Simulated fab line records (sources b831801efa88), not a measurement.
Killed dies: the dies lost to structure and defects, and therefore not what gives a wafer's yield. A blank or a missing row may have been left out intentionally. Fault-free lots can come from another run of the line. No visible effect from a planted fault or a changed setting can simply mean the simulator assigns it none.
What tool caused it? + flow gf180mcu + 42 wafers from 14 lots sampled at 4 of the route's 602 steps

## WHAT THE GAUGES SHOWED, per wafer
The record lacks any reading of a measuring or inspecting step that a usual standard deviation could be used to judge.

## WHICH TOOL RAN EACH LOT (tool, then ch and the chambers of the sampled wafers, then the start)
| lot  | GF_V3_SPUTTER_22             | GF_M4_SPUTTER_00             | GF_M4_SPUTTER_01             | GF_M4_DEVELOP_13                  |
|------|------------------------------|------------------------------|------------------------------|-----------------------------------|
| L116 | pvd_sputter-02, day 22 18:19 | pvd_sputter-01, day 22 18:56 | pvd_sputter-01, day 22 19:02 | litho_track-03 ch 0, day 23 18:22 |
| L117 | pvd_sputter-03, day 23 03:49 | pvd_sputter-01, day 23 04:27 | pvd_sputter-01, day 23 04:33 | litho_track-03 ch 0, day 24 03:52 |
| L118 | pvd_sputter-02, day 23 08:16 | pvd_sputter-04, day 23 08:53 | pvd_sputter-04, day 23 08:59 | litho_track-04 ch 0, day 24 08:10 |
| L120 | pvd_sputter-01, day 24 06:14 | pvd_sputter-02, day 24 06:52 | pvd_sputter-02, day 24 06:58 | litho_track-03 ch 0, day 25 05:07 |
| L121 | pvd_sputter-03, day 24 10:37 | pvd_sputter-01, day 24 11:14 | pvd_sputter-01, day 24 11:20 | litho_track-01 ch 0, day 25 09:03 |
| L122 | pvd_sputter-01, day 25 06:27 | pvd_sputter-04, day 25 07:05 | pvd_sputter-04, day 25 07:11 | litho_track-04 ch 0, day 26 03:55 |
| L123 | pvd_sputter-03, day 25 07:08 | pvd_sputter-02, day 25 07:46 | pvd_sputter-02, day 25 07:52 | litho_track-03 ch 0, day 26 05:13 |
| L130 | pvd_sputter-01, day 27 15:20 | pvd_sputter-02, day 27 15:58 | pvd_sputter-02, day 27 16:04 | litho_track-04, day 28 11:45      |
| L131 | pvd_sputter-01, day 27 19:13 | pvd_sputter-04, day 27 19:50 | pvd_sputter-04, day 27 19:56 | litho_track-03, day 28 15:49      |
| L134 | pvd_sputter-01, day 28 15:20 | pvd_sputter-04, day 28 15:58 | pvd_sputter-04, day 28 16:04 | litho_track-04 ch 0, day 29 11:19 |
| L135 | pvd_sputter-02, day 28 20:40 | pvd_sputter-04, day 28 21:17 | pvd_sputter-04, day 28 21:23 | litho_track-01 ch 0, day 29 16:33 |
| L136 | pvd_sputter-03, day 29 05:16 | pvd_sputter-01, day 29 05:53 | pvd_sputter-01, day 29 05:59 | litho_track-04 ch 0, day 30 01:13 |
| L137 | pvd_sputter-01, day 29 13:44 | pvd_sputter-02, day 29 14:22 | pvd_sputter-02, day 29 14:28 | litho_track-01 ch 0, day 30 08:40 |
| L138 | pvd_sputter-03, day 29 19:11 | pvd_sputter-04, day 29 19:49 | pvd_sputter-04, day 29 19:55 | litho_track-04 ch 0, day 30 14:16 |
- GF_V3_SPUTTER_22: material TiN, target thk 10 nm, time 40 s.
- GF_M4_SPUTTER_00: material Ti, target thk 37.5 nm, time 150 s.
- GF_M4_SPUTTER_01: material TiN, target thk 30 nm, time 25 s.
- GF_M4_DEVELOP_13: develop time 60 s.

## WHAT THE TOOLS THEMSELVES READ (means of the sampled wafers that have a number; where no wafer has one, the mark that the record gives instead)
GF_V3_SPUTTER_22.
| lot  | tool           | throttle_valve_pct (%) |
|------|----------------|------------------------|
| L116 | pvd_sputter-02 | 30.8                   |
| L117 | pvd_sputter-03 | 30.0                   |
| L118 | pvd_sputter-02 | 29.7                   |
| L120 | pvd_sputter-01 | 29.5                   |
| L121 | pvd_sputter-03 | 30.3                   |
| L122 | pvd_sputter-01 | 29.5                   |
| L123 | pvd_sputter-03 | 30.2                   |
| L130 | pvd_sputter-01 | 28.9                   |
| L131 | pvd_sputter-01 | 29.5                   |
| L134 | pvd_sputter-01 | 28.8                   |
| L135 | pvd_sputter-02 | 30.2                   |
| L136 | pvd_sputter-03 | 30.0                   |
| L137 | pvd_sputter-01 | 29.0                   |
| L138 | pvd_sputter-03 | 30.5                   |

GF_M4_SPUTTER_00.
| lot  | tool           | throttle_valve_pct (%) |
|------|----------------|------------------------|
| L116 | pvd_sputter-01 | 28.8                   |
| L117 | pvd_sputter-01 | 29.4                   |
| L118 | pvd_sputter-04 | 30.3                   |
| L120 | pvd_sputter-02 | 30.2                   |
| L121 | pvd_sputter-01 | 28.9                   |
| L122 | pvd_sputter-04 | 30.8                   |
| L123 | pvd_sputter-02 | 29.7                   |
| L130 | pvd_sputter-02 | 29.8                   |
| L131 | pvd_sputter-04 | 29.9                   |
| L134 | pvd_sputter-04 | 29.2                   |
| L135 | pvd_sputter-04 | 30.1                   |
| L136 | pvd_sputter-01 | 28.8                   |
| L137 | pvd_sputter-02 | 29.7                   |
| L138 | pvd_sputter-04 | 31.0                   |

GF_M4_SPUTTER_01.
| lot  | tool           | throttle_valve_pct (%) |
|------|----------------|------------------------|
| L116 | pvd_sputter-01 | 28.9                   |
| L117 | pvd_sputter-01 | 29.5                   |
| L118 | pvd_sputter-04 | 30.2                   |
| L120 | pvd_sputter-02 | 30.2                   |
| L121 | pvd_sputter-01 | 28.9                   |
| L122 | pvd_sputter-04 | 30.9                   |
| L123 | pvd_sputter-02 | 29.5                   |
| L130 | pvd_sputter-02 | 29.7                   |
| L131 | pvd_sputter-04 | 30.2                   |
| L134 | pvd_sputter-04 | 28.9                   |
| L135 | pvd_sputter-04 | 30.0                   |
| L136 | pvd_sputter-01 | 28.9                   |
| L137 | pvd_sputter-02 | 29.7                   |
| L138 | pvd_sputter-04 | 31.1                   |

GF_M4_DEVELOP_13.
| lot  | tool           | chill_plate_temp_C (C) | exhaust_pa (Pa) |
|------|----------------|------------------------|-----------------|
| L116 | litho_track-03 | 23.10                  | 44.6            |
| L117 | litho_track-03 | 23.09                  | 45.7            |
| L118 | litho_track-04 | 23.07                  | 46.1            |
| L120 | litho_track-03 | 22.93                  | 44.7            |
| L121 | litho_track-01 | 23.07                  | 45.9            |
| L122 | litho_track-04 | 22.85                  | 45.8            |
| L123 | litho_track-03 | 23.03                  | 45.9            |
| L130 | litho_track-04 | -                      | -               |
| L131 | litho_track-03 | -                      | -               |
| L134 | litho_track-04 | 23.00                  | 44.8            |
| L135 | litho_track-01 | 23.00                  | 45.2            |
| L136 | litho_track-04 | 22.84                  | 44.7            |
| L137 | litho_track-01 | 23.05                  | 45.6            |
| L138 | litho_track-04 | 22.86                  | 44.7            |

## THE ANSWER, worked out from the rows above alone
Rule: what is usual is taken from the lots themselves. The widest of any qualifying gaps counts: lots, ordered by their means at a reading, are off when they make up no more than a third of the lots, leave a main group of 4 or more, and stand apart from it by 3 or more times the standard deviation of that group's means. If all means in a main group match to the digits the tables above print for the reading, that group is not used. A lot without any number at a reading at which 4 lots or more have one is off too. Where the step has rows for the other lots, those lots are counted as sound. After the gauges, taken in route order, come the tools' own readings; for these a lot's mean is taken, as printed above. The first step at which some lot is off is used, and at that step the reading that is off furthest; a lot without a number counts as furthest.
Off: L130, L131, at GF_M4_DEVELOP_13 (chill_plate_temp_C). Without a number there: L130, L131. Main group: mean 22.99 C, sd 0.093.
If a tool, at that step or one of the process steps before it, ran each lot that is off and ran no sound lot following the first of them, it fits. Of those tried, none fits.

## WHAT HAD BEEN PUT IN BY THE SIMULATOR
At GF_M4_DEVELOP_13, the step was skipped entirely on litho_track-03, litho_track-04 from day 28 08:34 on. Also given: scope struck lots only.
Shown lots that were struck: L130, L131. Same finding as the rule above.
